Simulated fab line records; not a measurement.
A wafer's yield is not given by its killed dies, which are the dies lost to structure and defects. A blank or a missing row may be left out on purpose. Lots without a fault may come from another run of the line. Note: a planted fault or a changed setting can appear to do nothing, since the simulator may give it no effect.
fab line records    flow sky130
record lots=6  wafers=18  last-day=50
route steps=708 shown VT_ADJUST_NCORE@125 VT_ADJUST_HVTR@131 VT_ADJUST_PCH@143
lots with no fault: from the same line, run without faults
start-h: hours from the record's first day to the start of the lot's first wafer shown    wait-h: hours from the lot's prior step to this one    " the same as in the row above    L1.1+2: one row covering several wafers at once    - either no value or no given start    * or withheld: withheld    < > ~ a bound
route shown NAME@n: a module of which the file shows steps, and the number in the route of the first    usual: mean/standard deviation taken from wafers without a fault    same: alike in all rows    chamber/n: place in a boat    sites: readings site by site    _std_site: standard deviation across them    _edge_site: outer sites' mean less inner sites'    radius-mm: how far each site lies from the wafer's centre    mask NAME#n: copy n    behind: the most recent tool/chamber to have shaped the wafer    hold: what put the lot on hold/how long, in hours/how the hold closed    device: whichever transistor did not switch (one of n, p or np)    end of line: the tests these same wafers got at the end of their route    a step without rows: its recipe alone    killed: at the first sort, the dies lost to defects and structure; wafer yield is something else    map: shows each die of a wafer: x if killed, . if not, _ if none is there
set.NAME: the setting as run; set.NAME@STEP: as run at that earlier step    model.NAME: the simulator's own value behind a step, which no gauge read
lots at some steps of the route; a table a step, a row a wafer
services: from which hour (start-h, from the record's first day; less than 0 if before it) a tool's chamber was out of use, for how many hours, and why
## steps
# step SKY_VT_ADJUST_NCORE_DEVELOP_06
# recipe resist=NOVOLAK  developer=TMAH  develop-time-s=60  dev-temp-c=23
# step SKY_VT_ADJUST_NCORE_CD_MEAS_07
# recipe target-cd-nm=380
# usual cd-nm=379.4/2.7
lot.wafer  tool       chamber  start-h  wait-h  cd-nm
L230.3     cd-sem-02  -        202.85   0.1     380.3
L230.4     "          -        "        "       379.4
L230.5     "          -        "        "       382.1
L236.4     cd-sem-01  -        244.83   0.1     380.8
L236.5     "          -        "        "       380.1
L236.6     "          -        "        "       380.1
L237.3     cd-sem-01  -        251.55   0.1     382.6
L237.5     "          -        "        "       380.9
L237.6     "          -        "        "       384.2
L243.3     cd-sem-01  -        293.94   0.1     380.5
L243.5     "          -        "        "       380.6
L243.6     "          -        "        "       378.6
L248.1     cd-sem-01  -        330.97   0.1     382.4
L248.4     "          -        "        "       382.3
L248.6     "          -        "        "       384.9
L249.1     cd-sem-02  -        334.77   0.1     379.6
L249.5     "          -        "        "       379.3
L249.6     "          -        "        "       378.9
# step SKY_VT_ADJUST_NCORE_OVL_MEAS_08
# usual VT_ADJUST_NCORE_OVL=-0.7/1.4
lot.wafer  tool        chamber  start-h  wait-h  VT_ADJUST_NCORE_OVL[nm]
L230.3     overlay-01  -        202.95   0.1     0.3
L230.4     "           -        "        "       0.0
L230.5     "           -        "        "       -3.4
L236.4     overlay-02  -        244.91   0.1     0.0
L236.5     "           -        "        "       -0.6
L236.6     "           -        "        "       0.8
L237.3     overlay-02  -        251.65   0.1     1.1
L237.5     "           -        "        "       0.7
L237.6     "           -        "        "       -0.4
L243.3     overlay-02  -        294.05   0.1     1.0
L243.5     "           -        "        "       -1.7
L243.6     "           -        "        "       -0.5
L248.1     overlay-02  -        331.09   0.1     1.0
L248.4     "           -        "        "       1.2
L248.6     "           -        "        "       0.8
L249.1     overlay-01  -        334.89   0.1     -0.4
L249.5     "           -        "        "       0.2
L249.6     "           -        "        "       0.4
# step SKY_VT_ADJUST_NCORE_IMPLANT_09
# recipe species=B  energy-kev=10  dose-cm2=2.4e+12  tilt-deg=withheld
# step SKY_VT_ADJUST_NCORE_STRIP_10
# recipe chemistry=O2/N2  power-w=1400  pressure-mtorr=1500  platen-temp-c=withheld  o2-flow-sccm=3000  n2-flow-sccm=300  overash-fraction=0.5
# usual drypump-motor-current-A=5.64/0.27  oes-product-au=0.716/0.0045  strip-time-to-endpoint-s=14.17/0.044
lot.wafer  tool             chamber  start-h  wait-h  drypump-motor-current-A  oes-product-au  rf-hours-counter-h  strip-time-to-endpoint-s
L230.3     plasma-asher-03  1        203.15   0.1     5.90                     0.720           -                   14.16
L230.4     "                0        "        "       5.99                     0.715           -                   14.18
L230.5     "                0        "        "       5.98                     0.713           -                   14.13
L236.4     plasma-asher-03  0        245.11   0.1     5.98                     0.714           -                   14.19
L236.5     "                1        "        "       5.84                     0.712           -                   14.16
L236.6     "                0        "        "       6.01                     0.712           -                   14.16
L237.3     plasma-asher-04  0        251.85   0.1     5.13                     0.711           -                   14.18
L237.5     "                0        "        "       5.13                     0.723           -                   14.16
L237.6     "                1        "        "       5.30                     0.708           -                   14.15
L243.3     plasma-asher-02  1        294.26   0.1     5.74                     0.718           -                   14.11
L243.5     "                1        "        "       5.76                     0.712           -                   14.11
L243.6     "                0        "        "       5.56                     0.716           -                   14.13
L248.1     plasma-asher-02  1        331.28   0.1     5.75                     0.716           21                  14.13
L248.4     "                0        "        "       5.57                     0.714           -                   14.13
L248.6     "                0        "        "       5.55                     0.720           -                   14.20
L249.1     plasma-asher-04  1        335.08   0.1     5.27                     0.715           44                  14.11
L249.5     "                0        "        "       5.14                     0.714           -                   14.12
L249.6     "                1        "        "       5.27                     0.706           -                   14.16
# step SKY_VT_ADJUST_NCORE_TW_MEAS_11
# usual VT_ADJUST_NCORE_TW=218.0/2.2
lot.wafer  tool           chamber  start-h  wait-h  VT_ADJUST_NCORE_TW
L230.3     film-metro-02  -        203.24   0.1     220.7
L230.4     "              -        "        "       219.8
L230.5     "              -        "        "       219.2
L236.4     film-metro-03  -        245.21   0.1     215.4
L236.5     "              -        "        "       215.1
L236.6     "              -        "        "       215.9
L237.3     film-metro-02  -        251.94   0.1     221.7
L237.5     "              -        "        "       220.8
L237.6     "              -        "        "       220.4
L243.3     film-metro-04  -        294.35   0.1     216.7
L243.5     "              -        "        "       216.4
L243.6     "              -        "        "       217.4
L248.1     film-metro-03  -        331.38   0.1     217.1
L248.4     "              -        "        "       216.5
L248.6     "              -        "        "       216.8
L249.1     film-metro-04  -        335.18   0.1     217.4
L249.5     "              -        "        "       217.7
L249.6     "              -        "        "       218.5
# step SKY_VT_ADJUST_HVTR_DEHYDRATE_00
# recipe temp-c=200  time-s=60
# step SKY_VT_ADJUST_HVTR_HMDS_01
# recipe prime-time-s=60  prime-temp-c=120
# step SKY_VT_ADJUST_HVTR_COAT_02
# recipe resist=NOVOLAK  spin-rpm=3000  resist-thk-nm=1140
# step SKY_VT_ADJUST_HVTR_SOFTBAKE_03
# recipe temp-c=90  time-s=60  resist=NOVOLAK
# step SKY_VT_ADJUST_HVTR_EXPOSE_04
# recipe mask-id=HVTRM  target-cd-nm=380  na=0.6  source-shape=conventional  sigma-outer=0.6  dose-mj=150
# step SKY_VT_ADJUST_HVTR_PEB_05
# recipe temp-c=withheld  time-s=*  resist=NOVOLAK
# step SKY_VT_ADJUST_HVTR_DEVELOP_06
# recipe develop-time-s=60  dev-temp-c=23
# usual developer-temp-C=22.99/0.11  exhaust-pa=45.0/0.96  resist-line-temp-C=22.99/0.099
lot.wafer  tool            chamber  start-h  wait-h  developer-temp-C  exhaust-pa  resist-line-temp-C
L230.3     litho-track-01  0        225.12   0.1     22.94             45.4        22.85
L230.4     "               0        "        "       22.88             46.0        23.01
L230.5     "               0        "        "       23.06             46.6        23.07
L236.4     litho-track-01  0        268.89   0.1     23.16             45.7        22.93
L236.5     "               0        "        "       23.09             45.3        23.07
L236.6     "               0        "        "       23.05             45.1        22.75
L237.3     litho-track-01  0        276.57   0.1     22.80             45.5        22.78
L237.5     "               0        "        "       22.76             46.2        22.77
L237.6     "               0        "        "       22.82             46.2        22.78
L243.3     litho-track-03  0        319.67   0.1     23.07             44.8        23.18
L243.5     "               0        "        "       22.96             46.4        23.11
L243.6     "               0        "        "       22.93             45.4        23.00
L248.1     litho-track-03  0        358.42   0.1     23.19             45.1        22.81
L248.4     "               0        "        "       23.01             45.7        22.88
L248.6     "               0        "        "       23.12             44.0        22.96
L249.1     litho-track-02  0        361.86   0.1     22.92             44.2        23.04
L249.5     "               0        "        "       22.92             44.4        22.84
L249.6     "               0        "        "       23.02             45.0        22.85
# step SKY_VT_ADJUST_HVTR_CD_MEAS_07
# recipe target-cd-nm=380
# usual cd-nm=380.8/2.6
lot.wafer  tool       chamber  start-h  wait-h  cd-nm
L230.3     cd-sem-01  -        225.28   0.1     380.3
L230.4     "          -        "        "       381.8
L230.5     "          -        "        "       383.0
L236.4     cd-sem-02  -        269.03   0.1     379.9
L236.5     "          -        "        "       379.1
L236.6     "          -        "        "       -
L237.3     cd-sem-02  -        276.71   0.1     378.7
L237.5     "          -        "        "       379.8
L237.6     "          -        "        "       -
L243.3     cd-sem-01  -        319.81   0.1     381.0
L243.5     "          -        "        "       381.7
L243.6     "          -        "        "       381.2
L248.1     cd-sem-02  -        358.57   0.1     379.7
L248.4     "          -        "        "       379.9
L248.6     "          -        "        "       378.8
L249.1     cd-sem-01  -        362.01   0.1     377.9
L249.5     "          -        "        "       381.9
L249.6     "          -        "        "       376.7
# step SKY_VT_ADJUST_HVTR_OVL_MEAS_08
# usual VT_ADJUST_HVTR_OVL=-0.9/1.3
lot.wafer  tool        chamber  start-h  wait-h  VT_ADJUST_HVTR_OVL[nm]
L230.3     overlay-02  -        225.37   0.1     -1.2
L230.4     "           -        "        "       -3.0
L230.5     "           -        "        "       -2.5
L236.4     overlay-02  -        269.11   0.1     -2.3
L236.5     "           -        "        "       -0.2
L236.6     "           -        "        "       -
L237.3     overlay-02  -        276.80   0.1     -0.3
L237.5     "           -        "        "       1.4
L237.6     "           -        "        "       -
L243.3     overlay-02  -        319.90   0.1     -0.8
L243.5     "           -        "        "       -0.7
L243.6     "           -        "        "       -1.5
L248.1     overlay-01  -        358.69   0.1     -0.7
L248.4     "           -        "        "       -0.1
L248.6     "           -        "        "       -0.2
L249.1     overlay-01  -        362.13   0.1     -0.9
L249.5     "           -        "        "       1.6
L249.6     "           -        "        "       -1.8
# step SKY_VT_ADJUST_HVTR_IMPLANT_09
# recipe species=B  energy-kev=10  dose-cm2=2.1e+12  tilt-deg=withheld
# step SKY_VT_ADJUST_HVTR_STRIP_10
# recipe chemistry=O2/N2  power-w=1400  pressure-mtorr=1500  platen-temp-c=withheld  o2-flow-sccm=3000  n2-flow-sccm=300  overash-fraction=0.5
# usual drypump-motor-current-A=5.5/0.39  oes-product-au=0.715/0.0046  strip-time-to-endpoint-s=14.17/0.037
lot.wafer  tool             chamber  start-h  wait-h  drypump-motor-current-A  oes-product-au  rf-hours-counter-h  strip-time-to-endpoint-s
L230.3     plasma-asher-01  1        225.58   0.1     5.4                      0.720           -                   14.15
L230.4     "                0        "        "       4.8                      0.715           -                   14.16
L230.5     "                0        "        "       4.8                      0.711           -                   14.23
L236.4     plasma-asher-01  1        269.31   0.1     5.4                      0.721           -                   14.15
L236.5     "                1        "        "       5.4                      0.708           -                   14.19
L236.6     "                0        "        "       4.8                      0.718           -                   14.20
L237.3     plasma-asher-01  1        277.01   0.1     5.4                      0.710           -                   14.17
L237.5     "                0        "        "       4.8                      0.717           -                   14.18
L237.6     "                1        "        "       5.4                      0.721           -                   14.19
L243.3     plasma-asher-03  0        320.11   0.1     6.0                      0.712           -                   14.19
L243.5     "                0        "        "       6.0                      0.723           -                   14.19
L243.6     "                1        "        "       5.9                      0.715           -                   14.19
L248.1     plasma-asher-02  0        358.88   0.1     5.6                      0.719           24                  14.11
L248.4     "                1        "        "       5.8                      0.718           -                   14.12
L248.6     "                0        "        "       5.6                      0.714           -                   14.12
L249.1     plasma-asher-02  1        362.32   0.1     5.7                      0.714           25                  14.17
L249.5     "                1        "        "       5.7                      0.713           -                   14.16
L249.6     "                0        "        "       5.6                      0.711           -                   14.16
# step SKY_VT_ADJUST_HVTR_TW_MEAS_11
# usual VT_ADJUST_HVTR_TW=209.7/2.4
lot.wafer  tool           chamber  start-h  wait-h  VT_ADJUST_HVTR_TW
L230.3     film-metro-01  -        225.67   0.1     207.4
L230.4     "              -        "        "       206.1
L230.5     "              -        "        "       207.0
L236.4     film-metro-01  -        269.41   0.1     207.2
L236.5     "              -        "        "       207.3
L236.6     "              -        "        "       29.8
L237.3     film-metro-02  -        277.10   0.1     213.3
L237.5     "              -        "        "       213.9
L237.6     "              -        "        "       30.2
L243.3     film-metro-04  -        320.20   0.1     210.3
L243.5     "              -        "        "       209.7
L243.6     "              -        "        "       209.7
L248.1     film-metro-02  -        358.98   0.1     210.9
L248.4     "              -        "        "       210.8
L248.6     "              -        "        "       212.7
L249.1     film-metro-02  -        362.42   0.1     214.5
L249.5     "              -        "        "       212.3
L249.6     "              -        "        "       214.1
# step SKY_VT_ADJUST_PCH_DEHYDRATE_00
# recipe temp-c=200  time-s=60
## services
tool             chamber  start-h  hours  kind
plasma-asher-04  -        224.37   14.6   pm
plasma-asher-02  -        324.62   2.8    pm
plasma-asher-03  -        335.55   28.1   pm
plasma-asher-04  -        337.75   3.0    repair
## key
first-sign step=SKY_VT_ADJUST_HVTR_CD_MEAS_07  reading=cd-nm  direction=missing
effect step=SKY_VT_ADJUST_HVTR_OVL_MEAS_08  reading=VT_ADJUST_HVTR_OVL  direction=missing
effect step=SKY_VT_ADJUST_HVTR_TW_MEAS_11  reading=VT_ADJUST_HVTR_TW  direction=down  sigmas=74  usual=209.7  struck=30.0
met-at SKY_VT_ADJUST_HVTR_DEVELOP_06
struck-wafers L236.6,L237.6
sort-left-out L236.6,L237.6
tester-left-out L236,L237
onset-between 225.12 268.89
fault kind=process-parameter-drift  tool=litho-track-01  chamber=-  onset-h=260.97  steps=SKY_VT_ADJUST_HVTR_DEVELOP_06  channel=develop-time-s  offset=*  shape=step  end-h=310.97  scope=struck-wafers-only  acts-in=*  stated=*
# tester-left-out: of these lots the tester's yield and bins aren't shown, on N5 and GAA mostly nor the transistor test; their killed dies are dies lost to structure and defects alone, not to doping, threshold or leakage, so they don't give the yield
# sort-left-out: the simulated sort isn't trusted on such a fault, so these wafers' sort isn't shown, and their yield isn't known
